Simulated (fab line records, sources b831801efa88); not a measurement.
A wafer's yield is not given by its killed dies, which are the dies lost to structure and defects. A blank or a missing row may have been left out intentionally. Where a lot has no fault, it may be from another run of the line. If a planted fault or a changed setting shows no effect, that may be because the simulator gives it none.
2 desks looking at one fault -- flow sky130 -- each desk has only its own numbers; what lay behind them comes last

## FROM THE METROLOGY DESK
What the gauges read for every lot (on any tool): the sampled wafers with a number, averaged. A lot is out of limits, marked OUT, if its mean lies more than 4 standard deviations from the usual mean; the brackets give that distance.
Columns: A = GATE_OXIDE_OXIDATION_00_THK at SKY_GATE_OXIDE_THK_MEAS_02, usual 10.17 nm; B = LDD_HVN_TW at SKY_LDD_HVN_TW_MEAS_10, usual 1430; C = SPACER_CVD_00_THK at SKY_SPACER_THK_MEAS_01, usual 43.0 nm
lot,first seen here,A,B,C
L577,day 12 19:37,10.23,1477,43.1
L578,day 13 10:51,10.28,1472,43.2
L579,day 13 19:53,10.08,1413,42.3
L583,day 15 08:31,10.00,1426,42.9
L584,day 15 14:49,10.00,1421,42.5
L585,day 15 14:49,10.36,1422,42.9
L586,day 16 03:59,10.27,1472,42.7
L589,day 17 11:54,10.08,1211 (-10) OUT,42.1
L594,day 19 11:08,10.25,1412,43.5
L595,day 19 12:32,10.23,1237 (-8.8) OUT,42.8
L598,day 20 08:04,9.92,1419,42.7
L599,day 20 14:29,10.25,1471,43.2
Per this desk, out of limits: L589, L595; the first was L589, day 25 11:04 (LDD_HVN_TW at SKY_LDD_HVN_TW_MEAS_10). Within limits: L577, L578, L579, L583, L584, L585, L586, L594, L598, L599.

## DESK OF THE TOOL OWNER: implanter-01
The tool's own readings at SKY_LDD_HVN_IMPLANT_08: means of the sampled wafers that have a number, for each lot that ran on this tool. A lot is out of limits, marked OUT, if its mean lies more than 4 standard deviations from the usual mean; the brackets give that distance.
Columns: A = dose_ions_cm2 at SKY_LDD_HVN_IMPLANT_08, usual 3e+13; B = faraday_current_uA at SKY_LDD_HVN_IMPLANT_08, usual 170
lot,first seen here,A,B
L579,day 21 16:43,3e+13,171
L584,day 23 08:34,3e+13,166
L586,day 24 01:18,3e+13,169
L589,day 25 10:49,2e+13 (-99 or more) OUT,107 (-19) OUT
L595,day 27 09:21,2e+13 (-99 or more) OUT,107 (-19) OUT
This desk's finding: out of limits on L589, L595; first on L589, day 25 10:49 (dose_ions_cm2 at SKY_LDD_HVN_IMPLANT_08). Within limits: L579, L584, L586.

## BROUGHT TOGETHER
On L589, L595, at day 25 10:49, an alarm was possible from the tool owner's desk.
L589, L595 would have let the metrology desk raise an alarm at day 25 11:04.
All the named lots went through SKY_LDD_HVN_IMPLANT_08 on implanter-01.

## WHAT WAS PUT IN BY THE SIMULATOR
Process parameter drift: implanter-01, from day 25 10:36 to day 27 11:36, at SKY_LDD_HVN_IMPLANT_08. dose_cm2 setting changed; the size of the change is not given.
Lots struck among those shown: L589, L595.
Delay (hours) between the fault's onset and each desk's first out-of-limits reading: 0 at the tool owner's desk, 0 at the metrology desk.
